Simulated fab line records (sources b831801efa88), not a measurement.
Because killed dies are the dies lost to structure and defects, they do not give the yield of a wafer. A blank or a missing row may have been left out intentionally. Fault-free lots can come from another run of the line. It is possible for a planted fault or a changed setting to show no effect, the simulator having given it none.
A single fault, viewed from 2 desks    flow sfqLine    only its own numbers are on each desk; what lay behind them is given at the end

FROM THE METROLOGY DESK
Means of the sampled wafers that have a number, per lot and without regard to the tool the lot ran on: this is what the gauges read. The brackets show how far a lot's mean lies from the usual mean; more than 4 standard deviations puts the lot out of limits, marked OUT.
Columns: A = I3_BOW at SFQ_I3_BOW_MEAS_922, usual 4 um; B = I3_OVL at SFQ_I3_OVL_MEAS_923, usual 1 nm
lot   first seen here  A   B
L905  day 36 12:37     -8  4
L910  day 40 03:38     9   0
L916  day 41 21:39     -2  4
L917  day 42 04:36     -5  1
L919  day 42 17:21     8   12
L923  day 51 03:08     7   3
L927  day 52 13:45     -3  4
This desk's verdict: no lot among the 7 shows anything out of limits.

TOOL OWNER'S DESK, rieDiel-03
The tool's own readings at SFQ_TRILAYER_I3_VIA_BARC_OPEN_VIA_ETCH_121 (etches BARC in O2, target depth 125 nm, time 41.7 s): means of the sampled wafers that have a number, for each lot that ran on this tool. The brackets show how far a lot's mean lies from the usual mean; more than 4 standard deviations puts the lot out of limits, marked OUT.
Columns: A = drypumpMotorCurrentA at SFQ_TRILAYER_I3_VIA_BARC_OPEN_VIA_ETCH_121, usual 5.8 A; B = oesProductAu at SFQ_TRILAYER_I3_VIA_BARC_OPEN_VIA_ETCH_121, usual 0.686 a.u.
lot   first seen here  A    B
L905  day 41 21:01     5.6  0.686
L910  day 45 12:37     5.4  0.677
L916  day 47 16:16     5.5  0.686
L917  day 48 04:16     6.0  0.688
L919  day 48 18:40     5.5  0.685
This desk's verdict: no lot among the 5 shows anything out of limits.

PUT TOGETHER
The metrology desk saw nothing out of limits.
Nothing out of limits was seen by the tool owner's desk.

WHAT THE SIMULATOR PUT IN
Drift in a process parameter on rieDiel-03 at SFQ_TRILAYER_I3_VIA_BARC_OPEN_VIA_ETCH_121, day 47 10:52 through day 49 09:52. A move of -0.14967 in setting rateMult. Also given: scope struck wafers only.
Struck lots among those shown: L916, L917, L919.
